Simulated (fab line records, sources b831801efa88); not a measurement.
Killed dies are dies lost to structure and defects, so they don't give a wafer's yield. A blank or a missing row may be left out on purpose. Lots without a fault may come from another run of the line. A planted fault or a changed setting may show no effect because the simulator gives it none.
fab line records | flow sky130
record lots=6 wafers=18 last_day=50
route steps=708 shown LDD_HVP@286 LDD_LDN@289 PAD_OPEN@708
lots that met no fault: from a run of the same line without faults
start_h: hours from the record's first day to the start of the lot's first wafer shown | wait_h: hours since the lot's step before | " the same as in the row above | L1.1+2: a row that stands for several wafers | - no value, or no start given | * or withheld: withheld | < > ~ a bound
route shown NAME@n: a module of which the file shows steps, and the number in the route of the first | usual: mean/standard deviation of fault-free wafers | same: alike in all rows | chamber/n: place in a boat | sites: the reading at each site | _std_site: their standard deviation | _edge_site: outer sites' mean less inner sites' | radius_mm: how far each site lies from the wafer's centre | mask NAME#n: copy n | behind: the tool/chamber that last shaped the wafer | hold: why the lot was held/for how many hours/how that ended | device: the transistor (n, p or np) that didn't switch | end of line: the same wafers' tests at the end of the route | a step without rows: its recipe alone | killed: dies lost to structure and defects at the first sort, not the wafer's yield | map: a wafer's dies, x killed, . not, _ none there
set.NAME: the setting as run; set.NAME@STEP: as run at that earlier step | model.NAME: the simulator's own value behind a step, which no gauge read
lots at some steps of the route; a table a step, a row a wafer
services: from which hour (start_h, from the record's first day; less than 0 if before it) a tool's chamber was out of use, for how many hours, and why
## steps
# step SKY_LDD_HVP_IMPLANT_08
# recipe species=B energy_kev=20 dose_cm2=1.7e+13 tilt_deg=17.9
# step SKY_LDD_HVP_STRIP_09
# recipe chemistry=O2/N2 power_w=1400 pressure_mtorr=1500 platen_temp_c=withheld o2_flow_sccm=3000 n2_flow_sccm=300 overash_fraction=0.5
# usual drypump_motor_current_A=5.8/0.43 oes_product_au=0.408/0.004 strip_time_to_endpoint_s=4.131/0.016
# columns lot.wafer tool chamber start_h wait_h drypump_motor_current_A oes_product_au rf_hours_counter_h strip_time_to_endpoint_s
L595.2 plasma_asher-01 1 552.63 0.1 5.3 0.407 70 4.131
L595.3 " 0 " " 6.0 0.410 - 4.142
L595.5 " 0 " " 6.0 0.410 - 4.146
L596.1 plasma_asher-01 0 563.88 0.1 6.0 0.411 71 4.138
L596.4 " 1 " " 5.3 0.404 - 4.130
L596.5 " 1 " " 5.3 0.412 - 4.147
L602.3 plasma_asher-01 1 600.87 0.1 5.3 0.411 - 4.141
L602.5 " 1 " " 5.3 0.410 - 4.151
L602.6 " 0 " " 6.0 0.412 - 4.133
L605.2 plasma_asher-02 0 625.13 0.1 5.6 0.413 103 4.121
L605.3 " 1 " " 5.2 0.410 - 4.136
L605.6 " 0 " " 5.6 0.407 - 4.123
L606.1 plasma_asher-01 1 650.11 0.1 5.3 0.403 79 4.141
L606.4 " 0 " " 6.0 0.407 - 4.113
L606.6 " 1 " " 5.3 0.410 - 4.140
L610.2 plasma_asher-01 0 677.18 0.1 6.0 0.402 82 4.104
L610.3 " 1 " " 5.3 0.405 - 4.114
L610.4 " 0 " " 6.0 0.405 - 4.141
# step SKY_LDD_HVP_TW_MEAS_10
# usual LDD_HVP_TW=449/3.6
# columns lot.wafer tool chamber start_h wait_h LDD_HVP_TW
L595.2 film_metro-03 - 552.74 0.1 448
L595.3 " - " " 449
L595.5 " - " " 448
L596.1 film_metro-04 - 563.98 0.1 453
L596.4 " - " " 453
L596.5 " - " " 454
L602.3 film_metro-01 - 600.95 0.1 445
L602.5 " - " " 445
L602.6 " - " " 448
L605.2 film_metro-03 - 625.24 0.1 449
L605.3 " - " " 451
L605.6 " - " " 451
L606.1 film_metro-04 - 650.21 0.1 454
L606.4 " - " " 453
L606.6 " - " " 455
L610.2 film_metro-04 - 677.29 0.1 450
L610.3 " - " " 452
L610.4 " - " " 452
# step SKY_LDD_LDN_DEHYDRATE_00
# recipe temp_c=200 time_s=60
# step SKY_LDD_LDN_HMDS_01
# recipe prime_time_s=60 prime_temp_c=120
# step SKY_LDD_LDN_COAT_02
# recipe resist=NOVOLAK spin_rpm=3000 resist_thk_nm=1140
# step SKY_LDD_LDN_SOFTBAKE_03
# recipe temp_c=90 time_s=60 resist=NOVOLAK
# step SKY_LDD_LDN_EXPOSE_04
# recipe mask_id=LDNTM na=0.6 source_shape=conventional sigma_outer=0.6 polarization=unpolarized target_cd_nm=700 dose_mj=140
# step SKY_LDD_LDN_PEB_05
# recipe temp_c=withheld time_s=* resist=NOVOLAK
# step SKY_LDD_LDN_DEVELOP_06
# recipe resist=NOVOLAK developer=TMAH develop_time_s=60 dev_temp_c=23
# step SKY_LDD_LDN_OVL_MEAS_07
# usual LDD_LDN_OVL=0.7/1.4
# columns lot.wafer tool chamber start_h wait_h LDD_LDN_OVL[nm]
L595.2 overlay-01 - 581.98 0.1 0.0
L595.3 " - " " 0.6
L595.5 " - " " -0.2
L596.1 overlay-01 - 592.90 0.1 -0.2
L596.4 " - " " -1.5
L596.5 " - " " -0.6
L602.3 overlay-02 - 630.29 0.1 0.9
L602.5 " - " " 2.8
L602.6 " - " " 1.9
L605.2 overlay-02 - 653.80 0.1 2.4
L605.3 " - " " 3.4
L605.6 " - " " 2.2
L606.1 overlay-01 - 677.68 0.1 0.5
L606.4 " - " " -1.1
L606.6 " - " " -2.7
L610.2 overlay-02 - 705.58 0.1 2.3
L610.3 " - " " 0.4
L610.4 " - " " -1.5
# step SKY_LDD_LDN_IMPLANT_08
# recipe species=As energy_kev=15 dose_cm2=1.25e+13 tilt_deg=withheld rotation_deg=23
# step SKY_LDD_LDN_IMPLANT_09
# recipe species=As energy_kev=15 dose_cm2=1.25e+13 tilt_deg=withheld rotation_deg=113
# columns lot.wafer tool chamber start_h wait_h
L595.2+3+5 implanter-04 0 582.19 0.1
L595.2+3+5 implanter-04 0 582.51 0.3
L596.1+4+5 implanter-02 0 593.08 0.1
L596.1+4+5 implanter-02 0 593.40 0.3
L602.3+5+6 implanter-01 0 630.51 0.1
L605.2+3+6 implanter-01 0 654.01 0.1
L606.1+4+6 implanter-01 0 677.86 0.1
L610.2+3+4 implanter-01 0 705.79 0.1
# step SKY_LDD_LDN_IMPLANT_10
# recipe species=As energy_kev=15 dose_cm2=1.25e+13 tilt_deg=withheld rotation_deg=203
# step SKY_LDD_LDN_IMPLANT_11
# recipe species=As energy_kev=15 dose_cm2=1.25e+13 tilt_deg=withheld rotation_deg=293
# step SKY_LDD_LDN_STRIP_12
# recipe chemistry=O2/N2 power_w=1400 pressure_mtorr=1500 platen_temp_c=withheld o2_flow_sccm=3000 n2_flow_sccm=300 overash_fraction=0.5
# usual drypump_motor_current_A=5.4/0.47 oes_product_au=0.716/0.0049 strip_time_to_endpoint_s=14.18/0.038
# columns lot.wafer tool chamber start_h wait_h drypump_motor_current_A oes_product_au rf_hours_counter_h strip_time_to_endpoint_s
L595.2 plasma_asher-02 0 583.01 0.1 5.7 0.715 99 14.18
L595.3 " 1 " " 5.3 0.719 - 14.18
L595.5 " 0 " " 5.7 0.717 - 14.14
L596.1 plasma_asher-03 0 593.85 0.1 4.7 0.720 14 14.22
L596.4 " 0 " " 4.7 0.717 - 14.23
L596.5 " 0 " " 4.7 0.723 - 14.23
L602.3 plasma_asher-03 1 630.95 0.1 5.9 0.711 - 14.23
L602.5 " 0 " " 4.7 0.722 - 14.22
L602.6 " 1 " " 5.9 0.725 - 14.22
L605.2 plasma_asher-03 0 654.43 0.1 4.7 0.727 20 14.14
L605.3 " 1 " " 5.9 0.715 - 14.19
L605.6 " 0 " " 4.7 0.714 - 14.16
L606.1 plasma_asher-01 1 678.31 0.1 5.3 0.722 82 14.17
L606.4 " 1 " " 5.3 0.714 - 14.19
L606.6 " 0 " " 6.0 0.709 - 14.12
L610.2 plasma_asher-03 1 706.21 0.1 5.9 0.713 26 14.17
L610.3 " 0 " " 4.7 0.717 - 14.13
L610.4 " 1 " " 5.9 0.710 - 14.13
# step SKY_LDD_LDN_TW_MEAS_13
# usual LDD_LDN_TW=1470/12
# columns lot.wafer tool chamber start_h wait_h LDD_LDN_TW
L595.2 film_metro-04 - 583.12 0.1 1572
L595.3 " - " " 1565
L595.5 " - " " 1581
L596.1 film_metro-02 - 593.95 0.1 1592
L596.4 " - " " 1595
L596.5 " - " " 1594
L602.3 film_metro-03 - 631.03 0.1 1464
L602.5 " - " " 1457
L602.6 " - " " 1460
L605.2 film_metro-04 - 654.54 0.1 1470
L605.3 " - " " 1467
L605.6 " - " " 1464
L606.1 film_metro-03 - 678.41 0.1 1452
L606.4 " - " " 1445
L606.6 " - " " 1451
L610.2 film_metro-02 - 706.32 0.1 1471
L610.3 " - " " 1476
L610.4 " - " " 1474
# step SKY_LDD_LDN_CLEAN_14
# recipe chemistry=SC1/SC2 mix=1:4:20 temp_c=70 time_s=150 dry=n2_spin
# step SKY_PAD_OPEN_PROBE_99
# usual killed_at_M0_to_M3=43/6.5 killed_at_M4_up=3.3/2 killed_at_contacts=24/5.2 killed_at_front_end=16/4.2 killed_at_other=0.3/0.6 killed_dies=87/9.3 killed_open=47/7.8 killed_short=39/6.2
# same gross_dies=492 killed_at_back_side=0
# columns lot.wafer tool chamber start_h wait_h killed_at_M0_to_M3 killed_at_M4_up killed_at_contacts killed_at_front_end killed_at_other killed_dies killed_open killed_short model.etest.tip_sonos.rs_ohm_sq
L595.2 prober-02 - 1111.60 0.1 32 4 29 13 0 78 49 29 2317
L595.3 prober-02 - 1111.65 0.2 37 2 34 19 0 92 47 45 2344
L595.5 prober-02 - 1111.75 0.2 38 6 31 14 1 90 53 37 2309
L596.1 prober-02 - 1118.63 0.1 34 3 25 10 0 72 42 30 2259
L596.4 prober-02 - 1118.78 0.2 48 3 37 15 1 104 53 49 2325
L596.5 prober-02 - 1118.83 0.2 46 5 26 10 1 88 48 40 2254
L602.3 prober-01 - 1144.50 0.2 37 2 26 19 0 84 41 43 2690
L602.5 prober-01 - 1144.60 0.2 36 4 21 12 3 76 42 34 2614
L602.6 prober-01 - 1144.65 0.2 34 5 25 19 0 83 46 37 2705
L605.2 prober-01 - 1160.65 0.1 46 4 24 11 1 86 47 39 2786
L605.3 prober-01 - 1160.70 0.2 47 7 27 13 0 94 50 44 2784
L605.6 prober-01 - 1160.85 0.2 47 3 28 16 0 94 54 40 2820
L606.1 prober-02 - 1177.52 0.1 42 2 25 16 1 86 50 36 2647
L606.4 prober-02 - 1177.67 0.2 55 5 18 11 0 89 43 46 2650
L606.6 prober-02 - 1177.77 0.2 38 10 31 18 0 97 53 42 2616
L610.2 prober-02 - 1190.57 0.1 42 2 28 11 0 83 52 30 2728
L610.3 prober-02 - 1190.62 0.2 38 2 20 22 1 83 46 35 2770
L610.4 prober-02 - 1190.67 0.2 49 2 29 20 1 101 53 48 2709
# killed by level:class
L595.2 CONTACT:geometric_particle:open=16 VIA1:geometric_particle:open=12 LI_CONTACT:geometric_particle:open=7 FIELD_ISO:geometric_particle:open=6 METAL2:geometric_particle:short=6 METAL4:geometric_particle:short=4 VIA2:geometric_particle:open=4 LOCAL_INTERCONNECT:geometric_particle:short=3
L595.3 VIA2:geometric_particle:open=11 CONTACT:geometric_particle:short=10 CONTACT:geometric_particle:open=9 METAL1:geometric_particle:short=8 FIELD_ISO:geometric_particle:short=7 LI_CONTACT:geometric_particle:open=7 FIELD_ISO:geometric_particle:open=4 POLY_GATE:geometric_particle:open=4
L595.5 CONTACT:geometric_particle:open=12 CONTACT:geometric_particle:short=10 VIA2:geometric_particle:open=8 VIA1:geometric_particle:open=7 LI_CONTACT:geometric_particle:open=6 FIELD_ISO:geometric_particle:short=5 METAL3:geometric_particle:short=5 FIELD_ISO:geometric_particle:open=4
L596.1 LI_CONTACT:geometric_particle:open=10 VIA1:geometric_particle:open=8 CONTACT:geometric_particle:open=6 METAL1:geometric_particle:short=5 FIELD_ISO:geometric_particle:open=4 CONTACT:geometric_particle:short=4 VIA1:geometric_particle:short=4 POLY_GATE:geometric_particle:open=3
L596.4 CONTACT:geometric_particle:open=13 VIA1:geometric_particle:open=9 LI_CONTACT:geometric_particle:open=8 VIA2:geometric_particle:open=7 LOCAL_INTERCONNECT:geometric_particle:short=6 CONTACT:geometric_particle:short=6 METAL1:geometric_particle:short=6 METAL2:geometric_particle:short=6
L596.5 VIA1:geometric_particle:open=13 LI_CONTACT:geometric_particle:open=10 VIA1:geometric_particle:short=7 VIA2:geometric_particle:open=7 METAL4:geometric_particle:short=5 CONTACT:geometric_particle:short=5 METAL2:geometric_particle:open=4 POLY_GATE:geometric_particle:open=4
L602.3 VIA1:geometric_particle:open=10 POLY_GATE:geometric_particle:short=9 LI_CONTACT:geometric_particle:open=7 CONTACT:geometric_particle:open=7 CONTACT:geometric_particle:short=5 METAL2:geometric_particle:short=4 FIELD_ISO:geometric_particle:short=4 FIELD_ISO:geometric_particle:open=4
L602.5 VIA2:geometric_particle:open=7 CONTACT:geometric_particle:open=6 LI_CONTACT:geometric_particle:open=6 VIA1:geometric_particle:short=6 POLY_GATE:geometric_particle:open=5 VIA1:geometric_particle:open=5 VIA3:geometric_particle:open=5 LOCAL_INTERCONNECT:geometric_particle:short=4
L602.6 CONTACT:geometric_particle:open=11 VIA1:geometric_particle:open=10 VIA2:geometric_particle:open=8 LOCAL_INTERCONNECT:geometric_particle:short=7 POLY_GATE:geometric_particle:open=6 VIA1:geometric_particle:short=6 FIELD_ISO:geometric_particle:short=5 POLY_GATE:geometric_particle:short=5
L605.2 VIA1:geometric_particle:open=16 METAL2:geometric_particle:short=12 LI_CONTACT:geometric_particle:open=8 CONTACT:geometric_particle:open=8 FIELD_ISO:geometric_particle:open=5 CONTACT:geometric_particle:short=5 METAL1:geometric_particle:short=5 FIELD_ISO:geometric_particle:short=4
L605.3 CONTACT:geometric_particle:open=11 METAL1:geometric_particle:short=9 VIA1:geometric_particle:open=9 METAL2:geometric_particle:short=9 LI_CONTACT:geometric_particle:short=5 LI_CONTACT:geometric_particle:open=5 LOCAL_INTERCONNECT:geometric_particle:short=5 VIA2:geometric_particle:open=5
L605.6 CONTACT:geometric_particle:open=14 VIA1:geometric_particle:open=8 VIA2:geometric_particle:open=7 VIA1:geometric_particle:short=7 LI_CONTACT:geometric_particle:open=6 VIA3:geometric_particle:open=6 VIA2:geometric_particle:short=6 POLY_GATE:geometric_particle:open=5
L606.1 VIA1:geometric_particle:open=10 VIA3:geometric_particle:open=8 CONTACT:geometric_particle:open=7 CONTACT:geometric_particle:short=7 LI_CONTACT:geometric_particle:open=6 VIA1:geometric_particle:short=6 FIELD_ISO:geometric_particle:open=5 POLY_GATE:geometric_particle:short=5
L606.4 METAL2:geometric_particle:short=11 VIA1:geometric_particle:open=9 VIA2:geometric_particle:open=9 METAL1:geometric_particle:short=7 VIA1:geometric_particle:short=6 LOCAL_INTERCONNECT:geometric_particle:short=5 CONTACT:geometric_particle:open=5 FIELD_ISO:geometric_particle:short=4
L606.6 VIA1:geometric_particle:open=15 CONTACT:geometric_particle:open=10 LI_CONTACT:geometric_particle:open=9 METAL4:geometric_particle:short=8 POLY_GATE:geometric_particle:short=5 CONTACT:geometric_particle:short=5 POLY_GATE:geometric_particle:open=4 LOCAL_INTERCONNECT:geometric_particle:short=4
L610.2 CONTACT:geometric_particle:open=10 VIA2:geometric_particle:open=8 VIA1:geometric_particle:open=8 LI_CONTACT:geometric_particle:open=7 VIA3:geometric_particle:open=7 CONTACT:geometric_particle:short=5 VIA1:geometric_particle:short=5 METAL2:geometric_particle:short=5
L610.3 VIA1:geometric_particle:open=11 POLY_GATE:geometric_particle:short=7 POLY_GATE:geometric_particle:open=6 CONTACT:geometric_particle:open=6 VIA2:geometric_particle:open=5 LI_CONTACT:geometric_particle:open=5 CONTACT:geometric_particle:short=5 VIA3:geometric_particle:open=5
L610.4 VIA2:geometric_particle:open=8 LI_CONTACT:geometric_particle:open=7 CONTACT:geometric_particle:short=7 CONTACT:geometric_particle:open=7 VIA1:geometric_particle:open=7 POLY_GATE:geometric_particle:open=6 METAL2:geometric_particle:short=6 VIA3:geometric_particle:open=6
## services
# columns tool chamber start_h hours kind
plasma_asher-01 - 528.85 9.4 repair
implanter-01 - 531.52 2.8 repair
plasma_asher-02 - 556.55 1.0 repair
implanter-04 - 569.35 4.8 pm
implanter-01 - 572.61 19.6 pm
implanter-02 - 578.69 2.2 repair
implanter-01 - 592.19 1.0 repair
plasma_asher-01 - 593.20 0.7 repair
implanter-04 - 595.89 1.7 repair
implanter-01 - 607.51 19.4 pm
implanter-04 - 626.97 3.2 repair
implanter-01 - 633.29 5.2 pm
implanter-04 - 646.46 3.0 repair
implanter-02 - 648.57 1.7 repair
plasma_asher-01 - 652.23 0.6 repair
plasma_asher-02 - 676.57 8.3 repair
plasma_asher-02 - 679.12 1.8 repair
plasma_asher-01 - 679.83 4.3 pm
implanter-02 - 688.69 2.9 repair
plasma_asher-02 - 697.77 1.1 repair
implanter-02 - 705.97 1.0 repair
## key
first_sign step=SKY_LDD_LDN_IMPLANT_09 reading=visit direction=added
effect step=SKY_LDD_LDN_TW_MEAS_13 reading=LDD_LDN_TW direction=up sigmas=9.1 usual=1470 struck=1583
model_effect step=SKY_PAD_OPEN_PROBE_99 value=etest.tip_sonos.rs_ohm_sq without=2606 struck=2301
met_at SKY_LDD_LDN_IMPLANT_09
struck_wafers L595.2,L595.3,L595.5,L596.1,L596.4,L596.5
tester_left_out L595,L596
fault kind=repeated_step_whole tool=implanter-01,implanter-02,implanter-04 chamber=- onset_h=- steps=SKY_LDD_LDN_IMPLANT_09 times=1 scope=struck_lots_only
# tester_left_out: of these lots the tester's yield and bins aren't shown, on N5 and GAA mostly nor the transistor test; their killed dies are dies lost to structure and defects alone, not to doping, threshold or leakage, so they don't give the yield
